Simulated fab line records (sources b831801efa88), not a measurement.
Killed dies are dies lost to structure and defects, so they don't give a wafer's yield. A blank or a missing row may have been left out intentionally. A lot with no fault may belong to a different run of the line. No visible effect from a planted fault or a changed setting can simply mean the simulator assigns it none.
fab line records | flow sky130
record lots=6 | wafers=18 | last_day=50
route steps=708 shown LDD_N@238 PAD_OPEN@708
lots untouched by any fault: they come from a run of this same line in which no faults occurred
start_h: hours from the record's opening day to when the first of the lot's shown wafers began | wait_h: hours elapsed since this lot's preceding step | " same as the row above | L1.1+2: several wafers, shown together as one row | - no value, or no start was given | * or withheld: withheld | < > ~ a bound
route shown NAME@n: a module of which the file shows steps, and the number in the route of the first | usual: mean/standard deviation taken from wafers without a fault | same: alike in all rows | chamber/n: place in a boat | sites: each site's reading | _std_site: the values' standard deviation | _edge_site: mean of outer sites minus mean of inner sites | radius_mm: for every site, how far away it sits from the centre of the wafer | mask NAME#n: copy n | behind: the last tool/chamber to shape the wafer | hold: cause of the lot's hold/its duration in hours/its outcome | device: transistor that didn't switch, given as n, p or np | end of line: the tests these same wafers got at the end of their route | step lacking rows: just its recipe | killed: count of dies lost to structure and defects at first sort (not the wafer's yield) | map: the dies of a wafer, with x for killed, . for not killed, _ for no die there
set.NAME: the setting as run; set.NAME@STEP: as run at that earlier step | model.NAME: the simulator's own value behind a step, which no gauge read
lots at selected steps of the route; one table per step, one row per wafer
services: when a tool's chamber went out of use (start_h, in hours from the record's first day, below 0 if earlier), for how many hours, and the reason
## steps
# step SKY_LDD_N_HMDS_01
# recipe prime_time_s=60 | prime_temp_c=120
# step SKY_LDD_N_COAT_02
# recipe resist=NOVOLAK | spin_rpm=3000 | resist_thk_nm=300
# step SKY_LDD_N_SOFTBAKE_03
# recipe temp_c=90 | time_s=60 | resist=NOVOLAK
# step SKY_LDD_N_EXPOSE_04
# recipe mask_id=NTM | target_cd_nm=840 | na=0.6 | source_shape=conventional | sigma_outer=0.6 | dose_mj=110
# step SKY_LDD_N_PEB_05
# recipe temp_c=withheld | time_s=* | resist=NOVOLAK
# step SKY_LDD_N_DEVELOP_06
# recipe develop_time_s=60 | dev_temp_c=23
# step SKY_LDD_N_OVL_MEAS_07
# usual LDD_N_OVL=0.2/1.2
lot.wafer | tool       | chamber | start_h | wait_h | LDD_N_OVL[nm]
L622.2    | overlay-02 | -       | 498.28  | 0.1    | 0.6
L622.3    | "          | -       | "       | "      | 1.3
L622.4    | "          | -       | "       | "      | 0.2
L624.1    | overlay-01 | -       | 499.97  | 0.1    | 0.5
L624.3    | "          | -       | "       | "      | 0.1
L624.4    | "          | -       | "       | "      | 0.6
L626.1    | overlay-02 | -       | 518.07  | 0.1    | 1.5
L626.2    | "          | -       | "       | "      | 1.1
L626.3    | "          | -       | "       | "      | -1.4
L630.3    | overlay-01 | -       | 551.28  | 0.1    | -2.2
L630.5    | "          | -       | "       | "      | -1.2
L630.6    | "          | -       | "       | "      | -1.9
L633.2    | overlay-02 | -       | 573.53  | 0.1    | 0.2
L633.3    | "          | -       | "       | "      | -0.5
L633.6    | "          | -       | "       | "      | -0.2
L636.1    | overlay-01 | -       | 595.07  | 0.1    | 2.8
L636.3    | "          | -       | "       | "      | 3.9
L636.5    | "          | -       | "       | "      | 3.4
# step SKY_LDD_N_IMPLANT_08
# recipe species=As | energy_kev=20 | dose_cm2=7.5e+13 | tilt_deg=withheld | rotation_deg=23
# step SKY_LDD_N_IMPLANT_09
# recipe species=As | energy_kev=20 | dose_cm2=7.5e+13 | tilt_deg=withheld | rotation_deg=113
# step SKY_LDD_N_IMPLANT_10
# recipe species=As | energy_kev=20 | dose_cm2=7.5e+13 | tilt_deg=withheld | rotation_deg=203
# step SKY_LDD_N_IMPLANT_11
# recipe species=As | energy_kev=20 | dose_cm2=7.5e+13 | tilt_deg=withheld | rotation_deg=293
# step SKY_LDD_N_IMPLANT_12
# recipe species=BF2 | energy_kev=50 | dose_cm2=5e+12 | tilt_deg=30 | rotation_deg=0
# step SKY_LDD_N_IMPLANT_13
# recipe species=BF2 | energy_kev=50 | dose_cm2=5e+12 | tilt_deg=30 | rotation_deg=90
# usual dose_ions_cm2=5e+12/4.6e+09 | faraday_current_uA=28.2/0.6
lot.wafer | tool         | chamber | start_h | wait_h | dose_ions_cm2 | faraday_current_uA
L622.2    | implanter-01 | 0       | 499.09  | 0.1    | 7.041e+12     | 39.9
L622.3    | "            | 0       | "       | "      | 7.041e+12     | 40.4
L622.4    | "            | 0       | "       | "      | 7.032e+12     | 39.1
L624.1    | implanter-01 | 0       | 505.07  | 0.1    | 7.04e+12      | 40.1
L624.3    | "            | 0       | "       | "      | 7.04e+12      | 39.3
L624.4    | "            | 0       | "       | "      | 7.035e+12     | 39.0
L626.1    | implanter-02 | 0       | 518.85  | 0.1    | 4.997e+12     | 28.5
L626.2    | "            | 0       | "       | "      | 4.995e+12     | 28.6
L626.3    | "            | 0       | "       | "      | 4.996e+12     | 28.1
L630.3    | implanter-04 | 0       | 552.10  | 0.1    | 4.998e+12     | 28.8
L630.5    | "            | 0       | "       | "      | 5.004e+12     | 28.2
L630.6    | "            | 0       | "       | "      | 4.999e+12     | 29.3
L633.2    | implanter-04 | 0       | 574.33  | 0.1    | 4.999e+12     | 28.2
L633.3    | "            | 0       | "       | "      | 4.995e+12     | 28.8
L633.6    | "            | 0       | "       | "      | 4.992e+12     | 28.2
L636.1    | implanter-01 | 0       | 595.85  | 0.1    | 4.994e+12     | 28.1
L636.3    | "            | 0       | "       | "      | 4.998e+12     | 28.7
L636.5    | "            | 0       | "       | "      | 4.999e+12     | 29.2
# step SKY_LDD_N_IMPLANT_14
# recipe species=BF2 | energy_kev=50 | dose_cm2=5e+12 | tilt_deg=30 | rotation_deg=180
# step SKY_PAD_OPEN_PROBE_99
# usual killed_at_M0_to_M3=43/7.2 | killed_at_M4_up=3.5/2 | killed_at_contacts=24/5.2 | killed_at_front_end=15/4.4 | killed_at_other=0.2/0.48 | killed_dies=85/9.4 | killed_open=46/7.3 | killed_short=39/6.1
# same gross_dies=492 | killed_at_back_side=0
lot.wafer | tool      | chamber | start_h | wait_h | killed_at_M0_to_M3 | killed_at_M4_up | killed_at_contacts | killed_at_front_end | killed_at_other | killed_dies | killed_open | killed_short | model.etest.nfet_01v8_turned.vt_v
L622.2    | prober-01 | -       | 1127.20 | 0.1    | 36                 | 4               | 28                 | 11                  | 0               | 79          | 47          | 32           | 0.7074
L622.3    | prober-01 | -       | 1127.25 | 0.2    | 42                 | 5               | 18                 | 11                  | 1               | 77          | 37          | 39           | 0.7106
L622.4    | prober-01 | -       | 1127.30 | 0.2    | 46                 | 3               | 18                 | 14                  | 0               | 81          | 45          | 36           | 0.7154
L624.1    | prober-02 | -       | 1136.24 | 0.1    | 39                 | 3               | 25                 | 8                   | 0               | 75          | 38          | 37           | 0.7171
L624.3    | prober-02 | -       | 1136.34 | 0.2    | 58                 | 2               | 22                 | 21                  | 0               | 103         | 59          | 38           | 0.7085
L624.4    | prober-02 | -       | 1136.39 | 0.2    | 48                 | 2               | 18                 | 10                  | 0               | 78          | 49          | 29           | 0.7137
L626.1    | prober-01 | -       | 1148.85 | 0.1    | 43                 | 3               | 24                 | 16                  | 0               | 86          | 45          | 41           | 0.6832
L626.2    | prober-01 | -       | 1148.90 | 0.1    | 53                 | 3               | 17                 | 17                  | 0               | 90          | 49          | 41           | 0.6862
L626.3    | prober-01 | -       | 1148.95 | 0.2    | 44                 | 5               | 29                 | 14                  | 0               | 92          | 56          | 36           | 0.692
L630.3    | prober-02 | -       | 1165.16 | 0.2    | 47                 | 1               | 27                 | 19                  | 0               | 94          | 52          | 41           | 0.7046
L630.5    | prober-02 | -       | 1165.26 | 0.2    | 39                 | 1               | 16                 | 16                  | 1               | 73          | 41          | 31           | 0.7088
L630.6    | prober-02 | -       | 1165.31 | 0.2    | 49                 | 1               | 40                 | 6                   | 0               | 96          | 53          | 43           | 0.6967
L633.2    | prober-02 | -       | 1187.79 | 0.1    | 39                 | 1               | 30                 | 19                  | 0               | 89          | 48          | 41           | 0.7056
L633.3    | prober-02 | -       | 1187.84 | 0.2    | 39                 | 3               | 22                 | 21                  | 1               | 86          | 41          | 41           | 0.7057
L633.6    | prober-02 | -       | 1187.99 | 0.2    | 50                 | 2               | 19                 | 14                  | 0               | 85          | 37          | 48           | 0.7035
L636.1    | prober-01 | -       | 1197.68 | 0.1    | 42                 | 6               | 22                 | 12                  | 0               | 82          | 44          | 38           | 0.7159
L636.3    | prober-01 | -       | 1197.78 | 0.2    | 42                 | 4               | 21                 | 8                   | 0               | 75          | 36          | 39           | 0.6968
L636.5    | prober-01 | -       | 1197.88 | 0.2    | 37                 | 3               | 24                 | 20                  | 1               | 85          | 46          | 39           | 0.7051
# killed by level:class
L622.2 VIA1:geometric_particle:open=10 CONTACT:geometric_particle:open=10 LI_CONTACT:geometric_particle:open=9 METAL2:geometric_particle:short=6 METAL1:geometric_particle:short=5 VIA2:geometric_particle:open=5 VIA3:geometric_particle:open=5 POLY_GATE:geometric_particle:open=4
L622.3 VIA1:geometric_particle:open=8 METAL1:geometric_particle:short=8 CONTACT:geometric_particle:open=7 VIA1:geometric_particle:short=6 VIA2:geometric_particle:open=4 FIELD_ISO:geometric_particle:short=3 CONTACT:geometric_particle:short=3 METAL1:geometric_particle:open=3
L622.4 VIA1:geometric_particle:open=12 CONTACT:geometric_particle:open=9 VIA3:geometric_particle:open=8 METAL1:geometric_particle:short=5 VIA1:geometric_particle:short=5 METAL2:geometric_particle:short=5 LOCAL_INTERCONNECT:geometric_particle:short=4 VIA2:geometric_particle:open=4
L624.1 CONTACT:geometric_particle:open=10 VIA3:geometric_particle:open=8 METAL1:geometric_particle:short=5 CONTACT:geometric_particle:short=5 VIA1:geometric_particle:open=5 METAL2:geometric_particle:short=5 LI_CONTACT:geometric_particle:open=4 VIA3:geometric_particle:short=4
L624.3 VIA1:geometric_particle:open=18 CONTACT:geometric_particle:short=6 CONTACT:geometric_particle:open=6 VIA3:geometric_particle:open=6 FIELD_ISO:area_etch=6 LI_CONTACT:geometric_particle:open=5 METAL1:geometric_particle:open=5 METAL1:geometric_particle:short=5
L624.4 VIA1:geometric_particle:open=14 VIA2:geometric_particle:open=8 CONTACT:geometric_particle:open=8 VIA3:geometric_particle:open=7 LOCAL_INTERCONNECT:geometric_particle:short=5 METAL2:geometric_particle:short=5 POLY_GATE:geometric_particle:open=4 VIA3:geometric_particle:short=4
L626.1 VIA3:geometric_particle:open=12 CONTACT:geometric_particle:open=8 METAL2:geometric_particle:short=7 VIA1:geometric_particle:open=7 POLY_GATE:geometric_particle:open=6 CONTACT:geometric_particle:short=6 VIA1:geometric_particle:short=6 LI_CONTACT:geometric_particle:open=5
L626.2 VIA1:geometric_particle:open=16 VIA1:geometric_particle:short=8 VIA3:geometric_particle:open=8 CONTACT:geometric_particle:open=7 FIELD_ISO:geometric_particle:short=6 VIA2:geometric_particle:open=6 METAL2:geometric_particle:short=6 CONTACT:geometric_particle:short=4
L626.3 VIA1:geometric_particle:open=15 CONTACT:geometric_particle:open=12 LI_CONTACT:geometric_particle:open=6 LOCAL_INTERCONNECT:geometric_particle:short=5 CONTACT:geometric_particle:short=5 VIA1:geometric_particle:short=5 METAL2:geometric_particle:short=5 VIA2:geometric_particle:open=5
L630.3 VIA1:geometric_particle:open=12 CONTACT:geometric_particle:open=11 FIELD_ISO:geometric_particle:open=6 METAL2:geometric_particle:short=6 VIA2:geometric_particle:open=6 LI_CONTACT:geometric_particle:open=5 LOCAL_INTERCONNECT:geometric_particle:short=5 VIA3:geometric_particle:open=5
L630.5 VIA1:geometric_particle:open=9 METAL1:geometric_particle:short=7 FIELD_ISO:geometric_particle:open=5 FIELD_ISO:geometric_particle:short=5 CONTACT:geometric_particle:open=5 METAL1:geometric_particle:open=5 CONTACT:geometric_particle:short=4 METAL2:geometric_particle:open=4
L630.6 CONTACT:geometric_particle:open=14 VIA1:geometric_particle:open=12 LI_CONTACT:geometric_particle:open=9 CONTACT:geometric_particle:short=9 METAL2:geometric_particle:short=8 VIA3:geometric_particle:open=6 VIA3:geometric_particle:short=6 LOCAL_INTERCONNECT:geometric_particle:short=5
L633.2 CONTACT:geometric_particle:open=15 VIA1:geometric_particle:open=8 METAL1:geometric_particle:short=8 METAL2:geometric_particle:short=8 POLY_GATE:geometric_particle:short=7 VIA3:geometric_particle:open=7 LI_CONTACT:geometric_particle:open=6 POLY_GATE:geometric_particle:open=4
L633.3 VIA1:geometric_particle:open=9 METAL2:geometric_particle:short=9 CONTACT:geometric_particle:open=7 VIA3:geometric_particle:open=6 FIELD_ISO:geometric_particle:short=5 LI_CONTACT:geometric_particle:open=5 VIA1:geometric_particle:short=5 POLY_GATE:geometric_particle:open=4
L633.6 VIA1:geometric_particle:open=12 CONTACT:geometric_particle:open=8 METAL2:geometric_particle:short=8 METAL1:geometric_particle:short=6 VIA1:geometric_particle:short=6 VIA3:geometric_particle:open=6 METAL3:geometric_particle:short=5 FIELD_ISO:geometric_particle:short=4
L636.1 VIA1:geometric_particle:open=12 CONTACT:geometric_particle:open=8 METAL2:geometric_particle:short=7 VIA1:geometric_particle:short=6 VIA3:geometric_particle:open=5 LI_CONTACT:geometric_particle:open=5 VIA2:geometric_particle:open=5 METAL4:geometric_particle:short=5
L636.3 VIA1:geometric_particle:open=12 VIA1:geometric_particle:short=11 LI_CONTACT:geometric_particle:open=8 CONTACT:geometric_particle:open=7 FIELD_ISO:geometric_particle:short=4 METAL2:geometric_particle:short=4 METAL1:geometric_particle:short=4 METAL4:geometric_particle:short=4
L636.5 VIA1:geometric_particle:open=15 CONTACT:geometric_particle:open=8 POLY_GATE:geometric_particle:short=7 POLY_GATE:geometric_particle:open=7 LI_CONTACT:geometric_particle:open=7 METAL2:geometric_particle:short=6 CONTACT:geometric_particle:short=4 FIELD_ISO:geometric_particle:short=3
## services
tool         | chamber | start_h | hours | kind
implanter-04 | -       | 526.60  | 5.0   | repair
implanter-02 | -       | 583.59  | 3.6   | pm
## key
first_sign step=SKY_LDD_N_IMPLANT_13 | reading=dose_ions_cm2 | direction=up | sigmas=99+ | usual=* | struck=*
effect step=SKY_LDD_N_IMPLANT_13 | reading=faraday_current_uA | direction=up | sigmas=19 | usual=28.2 | struck=39.6
model_effect step=SKY_PAD_OPEN_PROBE_99 | value=etest.nfet_01v8_turned.vt_v | without=0.6996 | struck=0.7121
met_at SKY_LDD_N_IMPLANT_13
struck_wafers L622.2,L622.3,L622.4,L624.1,L624.3,L624.4
tester_left_out L622,L624
fault kind=process_parameter_drift | tool=implanter-01 | chamber=- | onset_h=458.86 | steps=SKY_LDD_N_IMPLANT_13 | channel=dose_cm2 | offset=* | shape=step | end_h=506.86 | acts_in=* | stated=*
# tester_left_out: of these lots the tester's yield and bins aren't shown, on N5 and GAA mostly nor the transistor test; their killed dies are dies lost to structure and defects alone, not to doping, threshold or leakage, so they don't give the yield
